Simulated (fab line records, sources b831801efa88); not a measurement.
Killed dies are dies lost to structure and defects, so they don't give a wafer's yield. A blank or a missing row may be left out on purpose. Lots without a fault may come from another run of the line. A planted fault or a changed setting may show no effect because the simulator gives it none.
Which tool did it? | flow gf180mcu | 7 lots, 21 wafers sampled, at 3 steps of a route of 602

WHAT THE GAUGES READ, wafer by wafer
GF_V2_OVL_MEAS_15.
lot  | measured     | on         | V2_OVL (nm)
L705 | day 20 23:13 | overlay-01 | -9 -12 -11
L707 | day 21 19:43 | overlay-01 | 4 2 0
L710 | day 23 04:13 | overlay-01 | -3 -5 -3
L718 | day 25 04:55 | overlay-01 | 7 10 8
L721 | day 26 10:44 | overlay-02 | 0 0 -5

WHICH TOOL RAN EACH LOT (tool, then ch and the chambers of the sampled wafers, then the start)
lot  | GF_VT_IMPLANT_DEVELOP_17          | GF_V1_CVD_23
L705 | litho_track-04 ch 0, day 6 12:15  | cvd_w-02 ch 0,1, day 18 21:13
L707 | litho_track-02 ch 0, day 7 00:08  | cvd_w-01 ch 0,1, day 19 16:07
L710 | litho_track-01 ch 0, day 7 21:23  | cvd_w-01 ch 0,1, day 21 02:32
L713 | litho_track-01, day 8 14:36       | -
L715 | litho_track-02, day 9 05:40       | -
L718 | litho_track-02 ch 0, day 9 23:47  | cvd_w-02 ch 0,1, day 23 06:40
L721 | litho_track-01 ch 0, day 10 18:41 | cvd_w-02 ch 0,1, day 24 13:12
- GF_VT_IMPLANT_DEVELOP_17: develop time 60 s.
- GF_V1_CVD_23: deposits W, target thk 350 nm, time 105.05 s.

THE ANSWER, worked out from the rows above alone
Rule: what is usual is taken from the lots themselves. Put in order of their means at a reading, lots are off if they are a third of the lots or fewer, leave a main group of 4 or more, and stand apart from it by a gap of 3 or more times the standard deviation of the main group's means; of several such gaps the widest counts. A main group whose means are all the same, to the digits that the tables above print for the reading, isn't used. A lot without any number at a reading at which 4 lots or more have one is off too. The other lots that the step has rows for count as sound.
No lot is off at any reading shown: from this, nothing can be told.

WHAT THE SIMULATOR HAD PUT IN
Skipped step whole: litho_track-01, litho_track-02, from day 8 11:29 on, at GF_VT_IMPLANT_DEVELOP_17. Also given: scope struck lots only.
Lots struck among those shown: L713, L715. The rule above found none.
